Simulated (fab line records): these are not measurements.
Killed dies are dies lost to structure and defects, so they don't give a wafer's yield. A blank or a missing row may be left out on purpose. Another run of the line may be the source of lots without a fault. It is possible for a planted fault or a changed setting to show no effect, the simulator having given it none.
Which tool was responsible?    flow gf180mcu    6 lots with 18 wafers sampled at 3 steps, on a route of 602 steps

== WHAT THE GAUGES SHOWED, per wafer ==
GF_V3_CD_MEAS_14: target cd 260 nm.
lot   measured      on        cdNm (nm)
L771  day 23 19:11  cdSem-02  260.0 259.3 261.0
L777  day 25 20:12  cdSem-02  273.9 272.9 272.9
L782  day 27 04:51  cdSem-01  260.2 259.9 259.2
L784  day 27 16:43  cdSem-01  261.7 262.2 260.3
L786  day 27 22:22  cdSem-01  260.9 259.9 259.4
L788  day 28 18:26  cdSem-02  257.9 257.3 256.7

== WHAT TOOL EACH LOT RAN ON (gives the tool, then ch and the chambers of the sampled wafers, and finally the start) ==
lot   GF_V3_CVD_02                     GF_V3_EXPOSE_11
L771  pecvd-03 ch 0,1, day 22 19:46    krfScanner-02 ch 0, day 23 07:18
L777  pecvd-03 ch 0,2, day 24 21:58    krfScanner-02 ch 0, day 25 09:26
L782  pecvd-01 ch 0,1,2, day 26 08:17  krfScanner-01 ch 0, day 26 19:04
L784  pecvd-03 ch 0,1,2, day 26 20:37  krfScanner-01 ch 0, day 27 07:07
L786  pecvd-03 ch 1,2, day 27 01:35    krfScanner-01 ch 0, day 27 12:49
L788  pecvd-04 ch 0,1,2, day 27 22:56  krfScanner-01 ch 0, day 28 09:26
- GF_V3_CVD_02: deposits SiO2 from TEOS, target thk 850 nm, time 94.851 s.
- GF_V3_EXPOSE_11: exposes mask Via3, target cd 260 nm.

== THE ANSWER, worked out from the rows above alone ==
Rule: what is usual is taken from the lots themselves. Put in order of their means at a reading, lots are off if they are a third of the lots or fewer, leave a main group of 4 or more, and stand apart from it by a gap of 3 or more times the standard deviation of the main group's means; of several such gaps the widest counts. If all means in a main group match to the digits the tables above print for the reading, that group is not used. A lot without any number at a reading at which 4 lots or more have one is off too. Any other lot the step has rows for is counted as sound.
Off: L777 (GF_V3_CD_MEAS_14, cdNm). For the main group the mean is 259.7 nm and the standard deviation 1.3.
If a tool, at a process step before that reading, ran all the lots that are off and no sound lot after the first of them, it fits. Those tools and the gauges at GF_V3_CD_MEAS_14 are tried in the same way. One candidate fits, namely krfScanner-02 at GF_V3_EXPOSE_11. A fault onset in the window from L771 (day 23 07:18, its last sound lot) to L777 (day 25 09:26, its first lot off) fits.

== WHAT HAD BEEN PUT IN BY THE SIMULATOR ==
Drift in process parameters on krfScanner-02 at GF_V3_EXPOSE_11, starting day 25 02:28. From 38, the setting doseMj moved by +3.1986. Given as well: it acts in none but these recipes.
Lots struck among those shown: L777. The rule above found the same.
